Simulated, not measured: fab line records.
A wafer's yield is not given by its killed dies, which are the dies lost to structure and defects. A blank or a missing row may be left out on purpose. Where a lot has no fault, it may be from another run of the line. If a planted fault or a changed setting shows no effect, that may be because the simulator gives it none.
Which tool was responsible? || flow sky130 || 33 wafers from 11 lots sampled at 6 of the route's 708 steps

== WHAT THE GAUGES READ, wafer by wafer ==
SKY_CAPM_RS_MEAS_03: uses a four-point probe to measure. Usual: CAPM_TIN_RS 6.91 ohm/sq, standard deviation 0.094.
{"lot": "L108", "measured": "day 37 12:44", "on": "film_metro-01", "CAPM_TIN_RS (ohm/sq)": "7.02 7.01 6.92", "flag": ""}
{"lot": "L109", "measured": "day 37 23:42", "on": "film_metro-01", "CAPM_TIN_RS (ohm/sq)": "6.86 6.91 7.05", "flag": ""}
{"lot": "L117", "measured": "day 40 00:05", "on": "film_metro-01", "CAPM_TIN_RS (ohm/sq)": "6.88 6.83 6.80", "flag": ""}
{"lot": "L118", "measured": "day 41 18:02", "on": "film_metro-03", "CAPM_TIN_RS (ohm/sq)": "6.90 6.87 6.90", "flag": ""}
{"lot": "L119", "measured": "day 41 18:20", "on": "film_metro-04", "CAPM_TIN_RS (ohm/sq)": "6.88 6.99 6.84", "flag": ""}
{"lot": "L121", "measured": "day 41 18:38", "on": "film_metro-04", "CAPM_TIN_RS (ohm/sq)": "7.13 6.89 6.82", "flag": ""}
{"lot": "L122", "measured": "day 41 19:50", "on": "film_metro-04", "CAPM_TIN_RS (ohm/sq)": "6.96 7.00 6.83", "flag": ""}
{"lot": "L123", "measured": "day 41 21:14", "on": "film_metro-04", "CAPM_TIN_RS (ohm/sq)": "6.88 6.89 7.07", "flag": ""}
{"lot": "L125", "measured": "day 42 04:25", "on": "film_metro-03", "CAPM_TIN_RS (ohm/sq)": "6.80 6.92 6.82", "flag": ""}
{"lot": "L126", "measured": "day 42 20:43", "on": "film_metro-01", "CAPM_TIN_RS (ohm/sq)": "6.94 6.88 6.83", "flag": ""}
{"lot": "L127", "measured": "day 43 02:05", "on": "film_metro-01", "CAPM_TIN_RS (ohm/sq)": "6.84 7.05 6.90", "flag": ""}

SKY_VIA3_BOW_MEAS_03. Usual: VIA3_BOW 81 um, standard deviation 7.7.
{"lot": "L108", "measured": "day 39 18:03", "on": "film_metro-02", "VIA3_BOW (um)": "76 62 75", "flag": ""}
{"lot": "L109", "measured": "day 40 03:54", "on": "film_metro-02", "VIA3_BOW (um)": "82 75 87", "flag": ""}
{"lot": "L121", "measured": "day 43 20:20", "on": "film_metro-03", "VIA3_BOW (um)": "78 85 78", "flag": ""}
{"lot": "L122", "measured": "day 43 21:21", "on": "film_metro-03", "VIA3_BOW (um)": "78 82 79", "flag": ""}
{"lot": "L123", "measured": "day 43 22:58", "on": "film_metro-02", "VIA3_BOW (um)": "84 73 84", "flag": ""}
{"lot": "L125", "measured": "day 44 04:38", "on": "film_metro-02", "VIA3_BOW (um)": "87 93 93", "flag": ""}
{"lot": "L126", "measured": "day 44 22:02", "on": "film_metro-02", "VIA3_BOW (um)": "72 71 74", "flag": ""}
{"lot": "L127", "measured": "day 45 01:17", "on": "film_metro-02", "VIA3_BOW (um)": "90 84 88", "flag": ""}

== TOOL THAT RAN EACH LOT (tool first, then ch and the chambers of the sampled wafers, then the start) ==
{"lot": "L108", "SKY_METAL3_SPUTTER_01": "pvd_sputter-04, day 37 12:25", "SKY_METAL3_ETCH_16": "rie_metal-03 ch 0,1, day 39 16:38", "SKY_METAL3_ETCH_17": "rie_diel-01 ch 0,2,3, day 39 16:44", "SKY_METAL3_STRIP_19": "plasma_asher-01 ch 0,1, day 39 16:56"}
{"lot": "L109", "SKY_METAL3_SPUTTER_01": "pvd_sputter-03, day 37 23:22", "SKY_METAL3_ETCH_16": "rie_metal-04 ch 0,1, day 40 02:23", "SKY_METAL3_ETCH_17": "rie_diel-01 ch 2,3, day 40 02:29", "SKY_METAL3_STRIP_19": "plasma_asher-03 ch 0,1, day 40 02:41"}
{"lot": "L117", "SKY_METAL3_SPUTTER_01": "pvd_sputter-04, day 39 23:45", "SKY_METAL3_ETCH_16": "rie_metal-03 ch 0,1, day 42 01:44", "SKY_METAL3_ETCH_17": "rie_diel-04 ch 0,1,3, day 42 01:50", "SKY_METAL3_STRIP_19": "plasma_asher-01 ch 0,1, day 42 02:02"}
{"lot": "L118", "SKY_METAL3_SPUTTER_01": "pvd_sputter-02, day 41 17:43", "SKY_METAL3_ETCH_16": "rie_metal-04 ch 1, day 43 18:26", "SKY_METAL3_ETCH_17": "rie_diel-01 ch 0,1,2, day 43 18:38", "SKY_METAL3_STRIP_19": "plasma_asher-04 ch 0,1, day 43 18:50"}
{"lot": "L119", "SKY_METAL3_SPUTTER_01": "pvd_sputter-04, day 41 18:01", "SKY_METAL3_ETCH_16": "rie_metal-01 ch 0,1, day 43 18:45", "SKY_METAL3_ETCH_17": "rie_diel-04 ch 0,2,3, day 43 18:51", "SKY_METAL3_STRIP_19": "plasma_asher-01 ch 0,1, day 43 19:02"}
{"lot": "L121", "SKY_METAL3_SPUTTER_01": "pvd_sputter-04, day 41 18:19", "SKY_METAL3_ETCH_16": "rie_metal-04 ch 1, day 43 18:49", "SKY_METAL3_ETCH_17": "rie_diel-02 ch 0,3, day 43 19:01", "SKY_METAL3_STRIP_19": "plasma_asher-04 ch 0,1, day 43 19:13"}
{"lot": "L122", "SKY_METAL3_SPUTTER_01": "pvd_sputter-02, day 41 19:31", "SKY_METAL3_ETCH_16": "rie_metal-04 ch 1, day 43 19:50", "SKY_METAL3_ETCH_17": "rie_diel-01 ch 0,1,2, day 43 20:02", "SKY_METAL3_STRIP_19": "plasma_asher-01 ch 0,1, day 43 20:14"}
{"lot": "L123", "SKY_METAL3_SPUTTER_01": "pvd_sputter-04, day 41 20:52", "SKY_METAL3_ETCH_16": "rie_metal-03 ch 0,1, day 43 21:29", "SKY_METAL3_ETCH_17": "rie_diel-02 ch 1,2,3, day 43 21:33", "SKY_METAL3_STRIP_19": "plasma_asher-04 ch 0,1, day 43 21:47"}
{"lot": "L125", "SKY_METAL3_SPUTTER_01": "pvd_sputter-02, day 42 04:04", "SKY_METAL3_ETCH_16": "rie_metal-04 ch 1, day 44 03:06", "SKY_METAL3_ETCH_17": "rie_diel-04 ch 0,2,3, day 44 03:14", "SKY_METAL3_STRIP_19": "plasma_asher-01 ch 0,1, day 44 03:28"}
{"lot": "L126", "SKY_METAL3_SPUTTER_01": "pvd_sputter-02, day 42 20:22", "SKY_METAL3_ETCH_16": "rie_metal-01 ch 1, day 44 20:36", "SKY_METAL3_ETCH_17": "rie_diel-01 ch 1,2,3, day 44 20:42", "SKY_METAL3_STRIP_19": "plasma_asher-03 ch 0, day 44 20:54"}
{"lot": "L127", "SKY_METAL3_SPUTTER_01": "pvd_sputter-04, day 43 01:41", "SKY_METAL3_ETCH_16": "rie_metal-01 ch 0,1, day 44 23:50", "SKY_METAL3_ETCH_17": "rie_diel-01 ch 1,2,3, day 44 23:54", "SKY_METAL3_STRIP_19": "plasma_asher-04 ch 0,1, day 45 00:08"}
- SKY_METAL3_SPUTTER_01: material TiN, target thk 20 nm, time 16.7 s.
- SKY_METAL3_ETCH_16: etches BARC in N2/H2, stops on SiO2, time 88.2 s, target depth 60 nm.
- SKY_METAL3_ETCH_17: etches SiO2 in C4F8/O2/Ar, stops on TiN, time 3.9 s, target depth 15 nm.
- SKY_METAL3_STRIP_19: strips in O2/N2.

== AS READ BY THE TOOLS THEMSELVES (means over the sampled wafers that have a number; for cases with no such wafer, the mark the record gives instead) ==
SKY_METAL3_SPUTTER_01. Usual: throttle_valve_pct reads 29.6 % (standard deviation 0.69).
{"lot": "L108", "tool": "pvd_sputter-04", "throttle_valve_pct (%)": 29.6, "flag": ""}
{"lot": "L109", "tool": "pvd_sputter-03", "throttle_valve_pct (%)": 28.9, "flag": ""}
{"lot": "L117", "tool": "pvd_sputter-04", "throttle_valve_pct (%)": 29.4, "flag": ""}
{"lot": "L118", "tool": "pvd_sputter-02", "throttle_valve_pct (%)": 30.5, "flag": ""}
{"lot": "L119", "tool": "pvd_sputter-04", "throttle_valve_pct (%)": 29.5, "flag": ""}
{"lot": "L121", "tool": "pvd_sputter-04", "throttle_valve_pct (%)": 29.7, "flag": ""}
{"lot": "L122", "tool": "pvd_sputter-02", "throttle_valve_pct (%)": 30.1, "flag": ""}
{"lot": "L123", "tool": "pvd_sputter-04", "throttle_valve_pct (%)": 29.4, "flag": ""}
{"lot": "L125", "tool": "pvd_sputter-02", "throttle_valve_pct (%)": 30.7, "flag": ""}
{"lot": "L126", "tool": "pvd_sputter-02", "throttle_valve_pct (%)": 30.0, "flag": ""}
{"lot": "L127", "tool": "pvd_sputter-04", "throttle_valve_pct (%)": 29.2, "flag": ""}

SKY_METAL3_ETCH_16. Usual: bias_w 100.0 W, standard deviation 0.33; chamber_pressure_mTorr 30.00 mTorr, standard deviation 0.03; drypump_motor_current_A 5.40 A, standard deviation 0.3; oes_product_au 0.626 a.u., standard deviation 0.0044; throttle_valve_pct 13.203 %, standard deviation 0.0094.
{"lot": "L108", "tool": "rie_metal-03", "bias_w (W)": 99.9, "chamber_pressure_mTorr (mTorr)": 30.02, "drypump_motor_current_A (A)": 5.64, "oes_product_au (a.u.)": 0.630, "throttle_valve_pct (%)": 13.204, "flag": ""}
{"lot": "L109", "tool": "rie_metal-04", "bias_w (W)": 100.0, "chamber_pressure_mTorr (mTorr)": 29.98, "drypump_motor_current_A (A)": 5.36, "oes_product_au (a.u.)": 0.624, "throttle_valve_pct (%)": 13.206, "flag": ""}
{"lot": "L117", "tool": "rie_metal-03", "bias_w (W)": "-", "chamber_pressure_mTorr (mTorr)": "-", "drypump_motor_current_A (A)": "-", "oes_product_au (a.u.)": "-", "throttle_valve_pct (%)": "-", "flag": "OFF"}
{"lot": "L118", "tool": "rie_metal-04", "bias_w (W)": "-", "chamber_pressure_mTorr (mTorr)": "-", "drypump_motor_current_A (A)": "-", "oes_product_au (a.u.)": "-", "throttle_valve_pct (%)": "-", "flag": "OFF"}
{"lot": "L119", "tool": "rie_metal-01", "bias_w (W)": "-", "chamber_pressure_mTorr (mTorr)": "-", "drypump_motor_current_A (A)": "-", "oes_product_au (a.u.)": "-", "throttle_valve_pct (%)": "-", "flag": "OFF"}
{"lot": "L121", "tool": "rie_metal-04", "bias_w (W)": 99.9, "chamber_pressure_mTorr (mTorr)": 30.00, "drypump_motor_current_A (A)": 5.30, "oes_product_au (a.u.)": 0.626, "throttle_valve_pct (%)": 13.201, "flag": ""}
{"lot": "L122", "tool": "rie_metal-04", "bias_w (W)": 100.4, "chamber_pressure_mTorr (mTorr)": 29.98, "drypump_motor_current_A (A)": 5.29, "oes_product_au (a.u.)": 0.625, "throttle_valve_pct (%)": 13.201, "flag": ""}
{"lot": "L123", "tool": "rie_metal-03", "bias_w (W)": 100.0, "chamber_pressure_mTorr (mTorr)": 29.99, "drypump_motor_current_A (A)": 5.73, "oes_product_au (a.u.)": 0.619, "throttle_valve_pct (%)": 13.199, "flag": ""}
{"lot": "L125", "tool": "rie_metal-04", "bias_w (W)": 99.7, "chamber_pressure_mTorr (mTorr)": 29.98, "drypump_motor_current_A (A)": 5.31, "oes_product_au (a.u.)": 0.629, "throttle_valve_pct (%)": 13.205, "flag": ""}
{"lot": "L126", "tool": "rie_metal-01", "bias_w (W)": 100.1, "chamber_pressure_mTorr (mTorr)": 29.98, "drypump_motor_current_A (A)": 4.86, "oes_product_au (a.u.)": 0.625, "throttle_valve_pct (%)": 13.202, "flag": ""}
{"lot": "L127", "tool": "rie_metal-01", "bias_w (W)": 100.1, "chamber_pressure_mTorr (mTorr)": 30.00, "drypump_motor_current_A (A)": 5.11, "oes_product_au (a.u.)": 0.623, "throttle_valve_pct (%)": 13.212, "flag": ""}

SKY_METAL3_ETCH_17. Usual: bias_w 1200 W, standard deviation 3.6; chamber_pressure_mTorr 40.00 mTorr, standard deviation 0.078; oes_product_au 0.757 a.u., standard deviation 0.0071.
{"lot": "L108", "tool": "rie_diel-01", "bias_w (W)": 1199, "chamber_pressure_mTorr (mTorr)": 40.01, "oes_product_au (a.u.)": 0.759, "flag": ""}
{"lot": "L109", "tool": "rie_diel-01", "bias_w (W)": 1198, "chamber_pressure_mTorr (mTorr)": 40.00, "oes_product_au (a.u.)": 0.759, "flag": ""}
{"lot": "L117", "tool": "rie_diel-04", "bias_w (W)": 1201, "chamber_pressure_mTorr (mTorr)": 40.03, "oes_product_au (a.u.)": 0.376, "flag": "OFF"}
{"lot": "L118", "tool": "rie_diel-01", "bias_w (W)": 1202, "chamber_pressure_mTorr (mTorr)": 40.04, "oes_product_au (a.u.)": 0.371, "flag": "OFF"}
{"lot": "L119", "tool": "rie_diel-04", "bias_w (W)": 1200, "chamber_pressure_mTorr (mTorr)": 40.03, "oes_product_au (a.u.)": 0.373, "flag": "OFF"}
{"lot": "L121", "tool": "rie_diel-02", "bias_w (W)": 1201, "chamber_pressure_mTorr (mTorr)": 39.95, "oes_product_au (a.u.)": 0.754, "flag": ""}
{"lot": "L122", "tool": "rie_diel-01", "bias_w (W)": 1198, "chamber_pressure_mTorr (mTorr)": 40.01, "oes_product_au (a.u.)": 0.756, "flag": ""}
{"lot": "L123", "tool": "rie_diel-02", "bias_w (W)": 1198, "chamber_pressure_mTorr (mTorr)": 40.00, "oes_product_au (a.u.)": 0.764, "flag": ""}
{"lot": "L125", "tool": "rie_diel-04", "bias_w (W)": 1199, "chamber_pressure_mTorr (mTorr)": 40.00, "oes_product_au (a.u.)": 0.766, "flag": ""}
{"lot": "L126", "tool": "rie_diel-01", "bias_w (W)": 1199, "chamber_pressure_mTorr (mTorr)": 39.98, "oes_product_au (a.u.)": 0.757, "flag": ""}
{"lot": "L127", "tool": "rie_diel-01", "bias_w (W)": 1200, "chamber_pressure_mTorr (mTorr)": 39.99, "oes_product_au (a.u.)": 0.755, "flag": ""}

SKY_METAL3_STRIP_19. Usual: drypump_motor_current_A 5.7 A, standard deviation 0.31; oes_product_au 0.502 a.u., standard deviation 0.0052; strip_time_to_endpoint_s 6.52 s, standard deviation 0.085.
{"lot": "L108", "tool": "plasma_asher-01", "drypump_motor_current_A (A)": 5.4, "oes_product_au (a.u.)": 0.501, "strip_time_to_endpoint_s (s)": 6.46, "flag": ""}
{"lot": "L109", "tool": "plasma_asher-03", "drypump_motor_current_A (A)": 5.7, "oes_product_au (a.u.)": 0.504, "strip_time_to_endpoint_s (s)": 6.50, "flag": ""}
{"lot": "L117", "tool": "plasma_asher-01", "drypump_motor_current_A (A)": 5.4, "oes_product_au (a.u.)": 0.523, "strip_time_to_endpoint_s (s)": 7.00, "flag": "OFF"}
{"lot": "L118", "tool": "plasma_asher-04", "drypump_motor_current_A (A)": 5.9, "oes_product_au (a.u.)": 0.524, "strip_time_to_endpoint_s (s)": 7.05, "flag": "OFF"}
{"lot": "L119", "tool": "plasma_asher-01", "drypump_motor_current_A (A)": 5.7, "oes_product_au (a.u.)": 0.523, "strip_time_to_endpoint_s (s)": 7.03, "flag": "OFF"}
{"lot": "L121", "tool": "plasma_asher-04", "drypump_motor_current_A (A)": 5.6, "oes_product_au (a.u.)": 0.500, "strip_time_to_endpoint_s (s)": 6.42, "flag": ""}
{"lot": "L122", "tool": "plasma_asher-01", "drypump_motor_current_A (A)": 5.7, "oes_product_au (a.u.)": 0.504, "strip_time_to_endpoint_s (s)": 6.58, "flag": ""}
{"lot": "L123", "tool": "plasma_asher-04", "drypump_motor_current_A (A)": 5.8, "oes_product_au (a.u.)": 0.503, "strip_time_to_endpoint_s (s)": 6.57, "flag": ""}
{"lot": "L125", "tool": "plasma_asher-01", "drypump_motor_current_A (A)": 5.4, "oes_product_au (a.u.)": 0.501, "strip_time_to_endpoint_s (s)": 6.52, "flag": ""}
{"lot": "L126", "tool": "plasma_asher-03", "drypump_motor_current_A (A)": 5.7, "oes_product_au (a.u.)": 0.498, "strip_time_to_endpoint_s (s)": 6.42, "flag": ""}
{"lot": "L127", "tool": "plasma_asher-04", "drypump_motor_current_A (A)": 5.6, "oes_product_au (a.u.)": 0.500, "strip_time_to_endpoint_s (s)": 6.48, "flag": ""}

== THE ANSWER, worked out from the rows above alone ==
Rule: lot off if the mean of its wafers having a number is beyond 3 standard deviations from the usual mean. Also off: a lot with no number at a reading for which 4 or more lots have one. The other lots that the step has rows for count as sound. The gauges are gone through in route order, then the tools' own readings, and for those a lot's mean is taken as printed above. At the first step where some lot is off, the reading lying furthest off is the one used; lots without a number count as furthest.
Off at SKY_METAL3_ETCH_16 (bias_w): L117, L118, L119. Without a number there: L117, L118, L119.
A tool fits if, at that step or a process step before it, it ran every lot that is off, and no sound lot after the first of them. Not one of the candidates tried fits.

== WHAT WAS PUT IN BY THE SIMULATOR ==
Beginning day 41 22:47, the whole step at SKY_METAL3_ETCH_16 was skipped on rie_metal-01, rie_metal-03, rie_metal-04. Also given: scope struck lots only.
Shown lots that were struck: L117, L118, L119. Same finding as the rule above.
